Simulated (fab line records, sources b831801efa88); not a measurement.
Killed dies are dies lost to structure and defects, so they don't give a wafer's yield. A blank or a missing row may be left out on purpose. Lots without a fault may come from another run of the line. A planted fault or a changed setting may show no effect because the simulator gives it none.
Which tool did it? | flow gf180mcu | 12 lots, 36 wafers sampled, at 5 steps of a route of 602

WHAT THE GAUGES READ, wafer by wafer
GF_STI_THK_MEAS_02. Usual: STI_OXIDATION_THK 10.02 nm, standard deviation 0.16.
lot  | measured    | on            | STI_OXIDATION_THK (nm) | flag
L788 | day 1 16:32 | film_metro-01 | 9.74 9.95 9.76         |
L791 | day 2 07:42 | film_metro-02 | 10.24 10.08 10.23      |
L793 | day 2 19:46 | film_metro-02 | 10.07 10.01 10.20      |
L794 | day 3 02:43 | film_metro-04 | 10.24 10.26 10.45      |
L795 | day 3 05:32 | film_metro-02 | 10.17 9.91 9.95        |
L796 | day 3 08:31 | film_metro-01 | 10.14 10.17 10.10      |
L804 | day 5 01:20 | film_metro-02 | 10.27 10.01 10.20      |
L805 | day 5 06:01 | film_metro-04 | 10.19 10.18 10.07      |
L806 | day 5 12:22 | film_metro-02 | 10.11 10.13 10.23      |
L807 | day 5 15:31 | film_metro-02 | 9.96 10.06 9.98        |
L808 | day 5 20:49 | film_metro-02 | 9.83 9.71 9.80         |
L809 | day 6 01:31 | film_metro-02 | 10.03 10.20 9.88       |

GF_DNWELL_TW_MEAS_09. Usual: DNWELL_TW 1353, standard deviation 9.5.
lot  | measured    | on            | DNWELL_TW      | flag
L788 | day 2 22:23 | film_metro-01 | 1351 1354 1353 |
L791 | day 3 19:46 | film_metro-03 | 1349 1346 1361 |
L793 | day 4 02:40 | film_metro-02 | 1343 1353 1348 |
L794 | day 4 11:43 | film_metro-02 | 1358 1350 1354 |
L795 | day 4 15:24 | film_metro-03 | 1361 1360 1355 |
L796 | day 4 18:52 | film_metro-02 | 1358 1354 1355 |
L804 | day 6 13:07 | film_metro-01 | 1349 1357 1361 |
L805 | day 6 18:43 | film_metro-03 | 1348 1351 1353 |
L806 | day 7 00:19 | film_metro-01 | 1343 1354 1346 |
L807 | day 7 05:07 | film_metro-01 | 1354 1356 1369 |
L808 | day 7 10:46 | film_metro-03 | 1373 1371 1369 |
L809 | day 7 15:25 | film_metro-02 | 1337 1333 1327 |

WHICH TOOL RAN EACH LOT (tool, then ch and the chambers of the sampled wafers, then the start)
lot  | GF_STI_ETCH_14                  | GF_STI_STRIP_15                     | GF_STI_CMP_25
L788 | rie_si-01 ch 0,1, day 2 05:49   | plasma_asher-04 ch 0,1, day 2 05:56 | cmp-01 ch 0,1,3, day 2 07:58
L791 | rie_si-02 ch 0,1,3, day 2 21:49 | plasma_asher-02 ch 0,1, day 2 21:53 | cmp-02 ch 0,3, day 3 03:10
L793 | rie_si-02 ch 1,2,3, day 3 09:00 | plasma_asher-04 ch 0,1, day 3 09:05 | cmp-02 ch 0,1,3, day 3 11:14
L794 | rie_si-02 ch 1,2,3, day 3 17:25 | plasma_asher-01 ch 0,1, day 3 17:29 | cmp-01 ch 0,1,2, day 3 20:01
L795 | rie_si-02 ch 0,1,2, day 3 20:57 | plasma_asher-01 ch 0,1, day 3 21:04 | cmp-02 ch 1,2,3, day 3 23:40
L796 | rie_si-01 ch 0,1,2, day 4 00:06 | plasma_asher-02 ch 0,1, day 4 00:11 | cmp-02 ch 1,2,3, day 4 02:28
L804 | rie_si-02 ch 0,3, day 5 17:37   | plasma_asher-01 ch 0,1, day 5 17:41 | cmp-02 ch 1,2,3, day 5 19:50
L805 | rie_si-02 ch 0,1, day 5 22:19   | plasma_asher-01 ch 0,1, day 5 22:23 | cmp-02 ch 0,2,3, day 6 01:02
L806 | rie_si-02 ch 1,3, day 6 04:57   | plasma_asher-04 ch 0,1, day 6 05:04 | cmp-01 ch 1,2,3, day 6 07:07
L807 | rie_si-01 ch 2,3, day 6 07:54   | plasma_asher-04 ch 0,1, day 6 07:59 | cmp-02 ch 0,3, day 6 09:45
L808 | rie_si-01 ch 0,2, day 6 14:07   | plasma_asher-04 ch 1, day 6 14:11   | cmp-02 ch 0,2,3, day 6 16:04
L809 | rie_si-01 ch 2,3, day 6 19:22   | plasma_asher-02 ch 0,1, day 6 19:26 | cmp-01 ch 0,1,3, day 6 21:22
- GF_STI_ETCH_14: etches Si in HBr/Cl2/O2, target depth 360 nm, time 102.9 s.
- GF_STI_STRIP_15: strips in O2/N2.
- GF_STI_CMP_25: polishes, stops on Si3N4, t overpolish 33 s, target thk 524.6 nm.

WHAT THE TOOLS THEMSELVES READ (means of the sampled wafers that have a number; where no wafer has one, the mark that the record gives instead)
GF_STI_ETCH_14. Usual: drypump_motor_current_A 5.7 A, standard deviation 0.32; oes_product_au 0.999 a.u., standard deviation 0.0075; run_length_s 131.1 s, standard deviation 0.5; throttle_valve_pct 25.657 %, standard deviation 0.01.
lot  | tool      | drypump_motor_current_A (A) | oes_product_au (a.u.) | run_length_s (s) | throttle_valve_pct (%) | flag
L788 | rie_si-01 | 5.8                         | 0.994                 | 131.4            | 25.654                 |
L791 | rie_si-02 | 5.6                         | 0.999                 | 131.4            | 25.658                 |
L793 | rie_si-02 | 6.0                         | 1.007                 | 130.9            | 25.667                 |
L794 | rie_si-02 | 6.0                         | 0.995                 | 131.0            | 25.652                 |
L795 | rie_si-02 | 5.8                         | 1.004                 | 130.9            | 25.656                 |
L796 | rie_si-01 | 5.8                         | 1.005                 | 131.4            | 25.651                 |
L804 | rie_si-02 | 5.5                         | 0.993                 | 128.6            | 25.654                 | OFF
L805 | rie_si-02 | 5.4                         | 1.001                 | 128.6            | 25.649                 | OFF
L806 | rie_si-02 | 5.9                         | 1.002                 | 125.9            | 25.657                 | OFF
L807 | rie_si-01 | 5.6                         | 1.006                 | 130.7            | 25.647                 |
L808 | rie_si-01 | 5.7                         | 0.995                 | 131.6            | 25.670                 |
L809 | rie_si-01 | 5.6                         | 1.002                 | 130.9            | 25.659                 |

GF_STI_STRIP_15. Usual: drypump_motor_current_A 5.8 A, standard deviation 0.48; heater_power_w 338 W, standard deviation 54; n2_flow_sccm 299.9 sccm, standard deviation 0.81; oes_product_au 0.383 a.u., standard deviation 0.0046; strip_time_to_endpoint_s 3.72 s, standard deviation 0.032.
lot  | tool            | drypump_motor_current_A (A) | heater_power_w (W) | n2_flow_sccm (sccm) | oes_product_au (a.u.) | strip_time_to_endpoint_s (s) | flag
L788 | plasma_asher-04 | 5.6                         | 306                | 299.6               | 0.382                 | 3.78                         |
L791 | plasma_asher-02 | 6.1                         | 393                | 300.4               | 0.384                 | 3.71                         |
L793 | plasma_asher-04 | 5.3                         | 355                | 298.9               | 0.383                 | 3.74                         |
L794 | plasma_asher-01 | 6.3                         | 318                | 299.6               | 0.387                 | 3.78                         |
L795 | plasma_asher-01 | 6.3                         | 318                | 299.8               | 0.384                 | 3.76                         |
L796 | plasma_asher-02 | 5.7                         | 382                | 300.1               | 0.386                 | 3.72                         |
L804 | plasma_asher-01 | 6.3                         | 318                | 300.2               | 0.386                 | 3.76                         |
L805 | plasma_asher-01 | 6.2                         | 309                | 300.4               | 0.388                 | 3.77                         |
L806 | plasma_asher-04 | 5.4                         | 359                | 300.0               | 0.383                 | 3.76                         |
L807 | plasma_asher-04 | 5.4                         | 359                | 300.8               | 0.382                 | 3.71                         |
L808 | plasma_asher-04 | 5.8                         | 266                | 300.9               | 0.389                 | 3.72                         |
L809 | plasma_asher-02 | 5.8                         | 384                | 299.3               | 0.384                 | 3.70                         |

GF_STI_CMP_25. Usual: head_pressure_psi 3.999 psi, standard deviation 0.0097; motor_current_A 12.3 A, standard deviation 0.74; overpolish_run_s 33.000 s, standard deviation 0.0094; time_to_endpoint_s 124 s, standard deviation 3.3.
lot  | tool   | head_pressure_psi (psi) | motor_current_A (A) | overpolish_run_s (s) | time_to_endpoint_s (s) | flag
L788 | cmp-01 | 3.999                   | 11.9                | 32.998               | 125                    |
L791 | cmp-02 | 3.995                   | 13.2                | 33.000               | 125                    |
L793 | cmp-02 | 4.006                   | 12.7                | 33.001               | 122                    |
L794 | cmp-01 | 4.001                   | 12.6                | 32.999               | 125                    |
L795 | cmp-02 | 3.994                   | 11.8                | 32.997               | 120                    |
L796 | cmp-02 | 3.989                   | 11.7                | 32.997               | 124                    |
L804 | cmp-02 | 3.990                   | 12.3                | 32.990               | 121                    |
L805 | cmp-02 | 4.003                   | 12.2                | 33.003               | 119                    |
L806 | cmp-01 | 4.004                   | 12.1                | 33.013               | 124                    |
L807 | cmp-02 | 3.996                   | 13.0                | 32.996               | 120                    |
L808 | cmp-02 | 3.998                   | 12.5                | 33.007               | 122                    |
L809 | cmp-01 | 3.994                   | 11.8                | 32.999               | 127                    |

THE ANSWER, worked out from the rows above alone
Rule: a lot is off if the mean of its wafers that have a number lies more than 3 standard deviations from the usual mean. A lot without any number at a reading at which 4 lots or more have one is off too. The other lots that the step has rows for count as sound. The gauges are gone through in route order, then the tools' own readings, and for those a lot's mean is taken as printed above. The first step at which some lot is off is used, and at that step the reading that is off furthest; a lot without a number counts as furthest.
Off: L804, L805, L806, at GF_STI_ETCH_14 (run_length_s).
A tool fits if, at that step or a process step before it, it ran every lot that is off, and no sound lot after the first of them. One fits: rie_si-02 at GF_STI_ETCH_14. Its last sound lot is L795 (day 3 20:57), its first lot that is off L804 (day 5 17:37): a fault that began between those two fits.
The tool's own readings at GF_STI_ETCH_14 bear it out: on the lots that are off they differ by more than 5 times the standard deviation of the sound lots' means. run_length_s reads 127.7 s there against 131.1 s on the sound lots.

WHAT THE SIMULATOR HAD PUT IN
Process parameter drift: rie_si-02, from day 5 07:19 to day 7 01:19, at GF_STI_ETCH_14. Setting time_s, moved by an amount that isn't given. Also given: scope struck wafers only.
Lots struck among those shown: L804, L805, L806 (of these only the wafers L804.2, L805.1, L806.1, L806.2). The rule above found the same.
